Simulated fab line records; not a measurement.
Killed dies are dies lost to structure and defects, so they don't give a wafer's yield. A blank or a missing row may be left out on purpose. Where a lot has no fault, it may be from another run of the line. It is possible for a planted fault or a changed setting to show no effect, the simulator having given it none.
fab line records -- flow sky130 -- part 2 of 2: steps 24 to 31 of 31
[record] lots = 5, wafers = 15, last-day = 49
route steps=708 shown LDD_HVP@278 LDD_LDN@289 SPACER@304 POLY_CUT@307
lots that met no fault: taken from a fault-free run of the same line
start-h: the number of hours between the record's first day and the start of the first shown wafer of the lot -- wait-h: time in hours since the lot's previous step -- " unchanged from the row above -- L1.1+2: several wafers, shown together as one row -- - no value, or no start was given -- * or withheld: withheld -- < > ~ a bound
route shown NAME@n: NAME is a module with steps in the file, n the number in the route of the first one -- usual: average and standard deviation across the fault-free wafers -- same: alike in all rows -- chamber/n: place in a boat -- sites: each site's reading -- _std_site: standard deviation across them -- _edge_site: mean of outer sites minus mean of inner sites -- radius-mm: for every site, how far away it sits from the centre of the wafer -- mask NAME#n: copy n -- behind: the most recent tool/chamber to have shaped the wafer -- hold: why the lot went on hold/how many hours it stayed there/how the hold came to an end -- device: the transistor (n, p or np) that didn't switch -- end of line: tests of these same wafers at the route's end -- a step without rows: its recipe alone -- killed: the dies lost at the first sort to structure and to defects; this is not the yield of the wafer -- map: per-die view of a wafer (x killed, . not killed, _ where there is no die)
set.NAME: the setting as run; set.NAME@STEP: as run at that earlier step -- model.NAME: the simulator's own value behind a step, which no gauge read
lots at selected steps of the route; one table per step, one row per wafer
services: from which hour (start-h, from the record's first day; less than 0 if before it) a tool's chamber was out of use, for how many hours, and why
[[steps]]
[step SKY_LDD_LDN_STRIP_12]
[recipe] chemistry = O2/N2, power-w = 1400, pressure-mtorr = 1500, platen-temp-c = withheld, o2-flow-sccm = 3000, n2-flow-sccm = 300, overash-fraction = 0.5
[usual] drypump-motor-current-A = 5.7/0.47, oes-product-au = 0.716/0.0048, strip-time-to-endpoint-s = 14.16/0.039
lot.wafer,tool,chamber,start-h,wait-h,drypump-motor-current-A,oes-product-au,rf-hours-counter-h,strip-time-to-endpoint-s
L074.4,plasma-asher-02,0,523.83,0.1,4.8,0.717,-,14.15
L074.5,plasma-asher-02,1,523.83,0.1,5.8,0.718,-,14.10
L074.6,plasma-asher-02,0,523.83,0.1,4.8,0.716,-,14.16
L082.2,plasma-asher-04,0,611.50,0.1,6.0,0.719,19,14.18
L082.4,plasma-asher-04,0,611.50,0.1,6.0,0.713,-,14.16
L082.5,plasma-asher-04,0,611.50,0.1,6.0,0.719,-,14.16
L085.2,plasma-asher-02,0,625.35,0.1,4.8,0.713,48,14.16
L085.3,plasma-asher-02,0,625.35,0.1,4.8,0.722,-,14.14
L085.6,plasma-asher-02,1,625.35,0.1,5.8,0.716,-,14.15
L086.1,plasma-asher-04,0,630.65,0.1,6.0,0.719,21,14.16
L086.5,plasma-asher-04,1,630.65,0.1,5.9,0.709,-,14.20
L086.6,plasma-asher-04,0,630.65,0.1,6.0,0.715,-,14.19
L091.1,plasma-asher-02,0,670.00,0.1,4.8,0.722,52,14.18
L091.3,plasma-asher-02,0,670.00,0.1,4.8,0.714,-,14.17
L091.5,plasma-asher-02,0,670.00,0.1,4.8,0.716,-,14.13
[step SKY_LDD_LDN_TW_MEAS_13]
[usual] LDD_LDN_TW = 1488/11
lot.wafer,tool,chamber,start-h,wait-h,LDD_LDN_TW
L074.4,film-metro-03,-,523.93,0.1,1479
L074.5,film-metro-03,-,523.93,0.1,1472
L074.6,film-metro-03,-,523.93,0.1,1480
L082.2,film-metro-02,-,611.61,0.1,1496
L082.4,film-metro-02,-,611.61,0.1,1497
L082.5,film-metro-02,-,611.61,0.1,1485
L085.2,film-metro-03,-,625.46,0.1,1478
L085.3,film-metro-03,-,625.46,0.1,1481
L085.6,film-metro-03,-,625.46,0.1,1478
L086.1,film-metro-02,-,630.75,0.1,1507
L086.5,film-metro-02,-,630.75,0.1,1513
L086.6,film-metro-02,-,630.75,0.1,1500
L091.1,film-metro-02,-,670.10,0.1,1497
L091.3,film-metro-02,-,670.10,0.1,1489
L091.5,film-metro-02,-,670.10,0.1,1496
[step SKY_LDD_LDN_CLEAN_14]
[recipe] chemistry = SC1/SC2, mix = 1:4:20, temp-c = 70, time-s = 150, dry = n2-spin
[usual] bath-heat-duty-pct = 14.1/1.2
[same] time-s = 150
lot.wafer,tool,chamber,start-h,wait-h,bath-heat-duty-pct
L074.4,wet-bench-01,3,523.96,0.0,13.9
L074.5,wet-bench-01,3,523.96,0.0,13.2
L074.6,wet-bench-01,3,523.96,0.0,14.1
L082.2,wet-bench-02,2,611.66,0.0,16.4
L082.4,wet-bench-02,2,611.66,0.0,15.8
L082.5,wet-bench-02,2,611.66,0.0,15.5
L085.2,wet-bench-01,3,625.51,0.0,12.5
L085.3,wet-bench-01,3,625.51,0.0,14.2
L085.6,wet-bench-01,3,625.51,0.0,13.5
L086.1,wet-bench-01,3,630.81,0.1,14.9
L086.5,wet-bench-01,3,630.81,0.1,13.6
L086.6,wet-bench-01,3,630.81,0.1,15.1
L091.1,wet-bench-01,0,670.16,0.1,13.1
L091.3,wet-bench-01,0,670.16,0.1,15.1
L091.5,wet-bench-01,0,670.16,0.1,13.8
[step SKY_SPACER_CVD_00]
[recipe] material = Si3N4, precursor = DCS/NH3, target-thk-nm = 43.1, temp-c = 770, time-s = 740, pressure-mtorr = 250
[usual] spike-tc-centre-C = 769.9/1.1, zone-power-bottom-pct = 21.4/0.52
[same] time-s = 740
lot.wafer,tool,chamber,start-h,wait-h,spike-tc-centre-C,zone-power-bottom-pct
L074.4,lpcvd-02,1,524.01,0.0,770.1,21.4
L074.5,lpcvd-02,1,524.01,0.0,768.8,22.0
L074.6,lpcvd-02,1,524.01,0.0,768.3,21.5
L082.2,lpcvd-02,0,612.78,1.1,769.5,20.7
L082.4,lpcvd-02,0,612.78,1.1,769.5,20.6
L082.5,lpcvd-02,0,612.78,1.1,769.6,20.8
L085.2,lpcvd-02,1,627.37,1.8,770.7,21.9
L085.3,lpcvd-02,1,627.37,1.8,770.1,21.7
L085.6,lpcvd-02,1,627.37,1.8,770.9,21.8
L086.1,lpcvd-02,0,630.86,0.0,767.9,20.7
L086.5,lpcvd-02,0,630.86,0.0,768.9,20.6
L086.6,lpcvd-02,0,630.86,0.0,769.1,20.8
L091.1,lpcvd-02,1,670.21,0.0,770.9,22.0
L091.3,lpcvd-02,1,670.21,0.0,771.6,21.5
L091.5,lpcvd-02,1,670.21,0.0,768.7,21.8
[step SKY_SPACER_THK_MEAS_01]
[recipe] reads = Si3N4_of_SPACER_CVD_00
[usual] SPACER_CVD_00_THK = 43.3/0.36
lot.wafer,tool,chamber,start-h,wait-h,SPACER_CVD_00_THK[nm]
L074.4,film-metro-04,-,525.24,0.0,43.1
L074.5,film-metro-04,-,525.24,0.0,43.4
L074.6,film-metro-04,-,525.24,0.0,43.5
L082.2,film-metro-01,-,614.00,0.0,43.1
L082.4,film-metro-01,-,614.00,0.0,43.2
L082.5,film-metro-01,-,614.00,0.0,43.4
L085.2,film-metro-04,-,629.19,0.0,43.5
L085.3,film-metro-04,-,629.19,0.0,43.7
L085.6,film-metro-04,-,629.19,0.0,43.5
L086.1,film-metro-02,-,632.66,0.0,43.6
L086.5,film-metro-02,-,632.66,0.0,43.3
L086.6,film-metro-02,-,632.66,0.0,43.3
L091.1,film-metro-02,-,672.02,0.0,42.9
L091.3,film-metro-02,-,672.02,0.0,43.3
L091.5,film-metro-02,-,672.02,0.0,43.1
[step SKY_SPACER_ETCHBACK_02]
[recipe] chemistry = CH3F/O2, target = Si3N4, stop-on = SiO2, source-w = 400, bias-w = 80, pressure-mtorr = 25, ch3f-flow-sccm = 40, O2_flow_sccm = 30, time-s = 46.7, target-depth-a = 450
[usual] drypump-motor-current-A = 5.7/0.5, oes-product-au = 0.856/0.0058, throttle-valve-pct = 10.564/0.0096
[same] time-s = 46.7
lot.wafer,tool,chamber,start-h,wait-h,drypump-motor-current-A,oes-product-au,rf-hours-counter-h,throttle-valve-pct
L074.4,rie-diel-04,0,525.27,0.0,5.5,0.862,36,10.575
L074.5,rie-diel-04,2,525.27,0.0,6.4,0.864,-,10.578
L074.6,rie-diel-04,1,525.27,0.0,5.1,0.853,-,10.564
L082.2,rie-diel-03,0,614.05,0.0,5.8,0.856,4,10.566
L082.4,rie-diel-03,1,614.05,0.0,6.1,0.860,-,10.576
L082.5,rie-diel-03,2,614.05,0.0,6.4,0.861,-,10.576
L085.2,rie-diel-01,3,629.24,0.0,5.0,0.864,24,10.558
L085.3,rie-diel-01,1,629.24,0.0,5.1,0.863,-,10.554
L085.6,rie-diel-01,3,629.24,0.0,5.0,0.856,-,10.563
L086.1,rie-diel-03,1,632.72,0.1,6.0,0.859,4,10.567
L086.5,rie-diel-03,2,632.72,0.1,6.4,0.854,-,10.573
L086.6,rie-diel-03,3,632.72,0.1,5.4,0.853,-,10.569
L091.1,rie-diel-01,0,672.08,0.1,6.1,0.850,75,10.568
L091.3,rie-diel-01,3,672.08,0.1,5.0,0.848,26,10.568
L091.5,rie-diel-01,3,672.08,0.1,5.0,0.853,-,10.559
[step SKY_POLY_CUT_DEHYDRATE_00]
[recipe] temp-c = 200, time-s = 60
[usual] chill-plate-temp-C = 23.02/0.11, plate-temp-C = 200.01/0.15, resist-line-temp-C = 23.00/0.11
[same] time-s = 60
lot.wafer,tool,chamber,start-h,wait-h,chill-plate-temp-C,plate-temp-C,resist-line-temp-C
L074.4,litho-track-01,0,539.39,14.1,23.04,200.00,22.95
L074.5,litho-track-01,0,539.39,14.1,23.17,199.87,23.13
L074.6,litho-track-01,0,539.39,14.1,23.10,200.06,23.02
L082.2,litho-track-02,0,627.71,13.6,23.21,199.78,23.15
L082.4,litho-track-02,0,627.71,13.6,23.09,199.70,23.06
L082.5,litho-track-02,0,627.71,13.6,23.08,199.95,23.08
L085.2,litho-track-02,0,642.86,13.6,22.88,200.34,23.10
L085.3,litho-track-02,0,642.86,13.6,23.11,200.27,23.09
L085.6,litho-track-02,0,642.86,13.6,22.94,200.19,22.84
L086.1,litho-track-02,0,646.29,13.5,23.06,200.04,23.12
L086.5,litho-track-02,0,646.29,13.5,23.06,200.09,23.08
L086.6,litho-track-02,0,646.29,13.5,23.10,200.17,22.99
L091.1,litho-track-04,0,686.01,13.9,22.92,200.01,23.05
L091.3,litho-track-04,0,686.01,13.9,22.96,199.72,22.90
L091.5,litho-track-04,0,686.01,13.9,22.93,199.96,23.04
[step SKY_POLY_CUT_HMDS_01]
[recipe] prime-time-s = 60, prime-temp-c = 120
[usual] chill-plate-temp-C = 23.02/0.11, resist-line-temp-C = 23.02/0.12
lot.wafer,tool,chamber,start-h,wait-h,chill-plate-temp-C,resist-line-temp-C
L074.4,litho-track-01,0,539.54,0.1,23.20,23.02
L074.5,litho-track-01,0,539.54,0.1,23.07,22.95
L074.6,litho-track-01,0,539.54,0.1,23.04,23.08
L082.2,litho-track-02,0,627.86,0.1,23.20,23.06
L082.4,litho-track-02,0,627.86,0.1,23.03,22.98
L082.5,litho-track-02,0,627.86,0.1,23.04,23.11
L085.2,litho-track-02,0,643.01,0.1,23.11,23.10
L085.3,litho-track-02,0,643.01,0.1,23.09,22.99
L085.6,litho-track-02,0,643.01,0.1,23.18,23.07
L086.1,litho-track-02,0,646.44,0.1,23.10,22.87
L086.5,litho-track-02,0,646.44,0.1,23.17,22.87
L086.6,litho-track-02,0,646.44,0.1,23.21,22.91
L091.1,litho-track-04,0,686.16,0.1,23.05,23.02
L091.3,litho-track-04,0,686.16,0.1,22.97,22.98
L091.5,litho-track-04,0,686.16,0.1,23.24,22.86
[[services]]
tool,chamber,start-h,hours,kind
iline-stepper-02,-,472.13,2.1,pm
implanter-02,-,472.57,3.2,repair
iline-stepper-02,-,474.80,8.0,repair
implanter-02,-,480.36,20.3,repair
rie-diel-01,1,492.47,13.1,repair
rie-diel-03,0,493.23,6.5,repair
implanter-02,-,508.23,5.4,pm
plasma-asher-01,-,510.88,2.8,pm
rie-diel-03,-,514.32,0.5,repair
implanter-01,-,528.60,6.5,pm
implanter-03,-,534.14,2.4,pm
plasma-asher-02,-,541.10,0.4,repair
implanter-02,-,560.86,6.7,pm
rie-diel-03,2,562.62,4.9,repair
iline-stepper-01,-,567.79,0.7,repair
rie-diel-01,-,570.56,2.8,pm
implanter-02,-,576.09,10.4,repair
iline-stepper-01,-,576.33,1.7,pm
rie-diel-01,0,577.01,88.8,repair
rie-diel-01,3,580.17,5.2,repair
implanter-04,-,582.56,1.3,repair
plasma-asher-01,-,594.59,0.4,repair
iline-stepper-02,-,605.57,1.7,pm
implanter-01,-,652.62,5.2,pm
